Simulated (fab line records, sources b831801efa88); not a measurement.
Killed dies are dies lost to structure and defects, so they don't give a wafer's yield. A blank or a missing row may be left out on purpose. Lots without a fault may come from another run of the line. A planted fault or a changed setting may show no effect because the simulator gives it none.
One fault seen from 2 desks | flow sky130 | each desk has only its own numbers; what lay behind them comes last

THE TOOL OWNER'S DESK: litho_track-01
The tool's own readings at SKY_PWDE_COAT_02 (resist thk 3000 nm): means of the sampled wafers that have a number, for each lot that ran on this tool. A lot is out of limits, marked OUT, if its mean lies more than 4 standard deviations from the usual mean; the brackets give that distance.
Columns: A = exhaust_pa at SKY_PWDE_COAT_02, usual 45.0 Pa
lot  | first seen here | A
L366 | day 3 17:44     | 44.7
L373 | day 5 09:17     | 45.7
L374 | day 5 12:57     | 43.9
L375 | day 5 18:30     | 45.1
L381 | day 7 03:00     | 45.7
This desk's finding: nothing out of limits on any of the 5 lots.

THE METROLOGY DESK
What the gauges read, lot by lot, whatever tool the lot ran on: means of the sampled wafers that have a number. A lot is out of limits, marked OUT, if its mean lies more than 4 standard deviations from the usual mean; the brackets give that distance.
Columns: A = FIELD_ISO_CVD_03_THK at SKY_FIELD_ISO_THK_MEAS_04, usual 165.3 nm
lot  | first seen here | A
L365 | day 1 15:41     | 164.7
L366 | day 1 19:48     | 166.4
L368 | day 2 06:34     | 163.5
L369 | day 2 11:05     | 167.6
L372 | day 3 05:34     | 162.9
L373 | day 3 08:25     | 164.8
L374 | day 3 11:23     | 163.3
L375 | day 3 15:29     | 165.0
L379 | day 4 11:59     | 164.3
L381 | day 4 21:54     | 165.7
L382 | day 5 03:12     | 163.2
L386 | day 6 00:01     | 165.8
L387 | day 6 04:47     | 167.4
This desk's finding: nothing out of limits on any of the 13 lots.

PUT TOGETHER
The tool owner's desk saw nothing out of limits.
The metrology desk saw nothing out of limits.

WHAT THE SIMULATOR HAD PUT IN
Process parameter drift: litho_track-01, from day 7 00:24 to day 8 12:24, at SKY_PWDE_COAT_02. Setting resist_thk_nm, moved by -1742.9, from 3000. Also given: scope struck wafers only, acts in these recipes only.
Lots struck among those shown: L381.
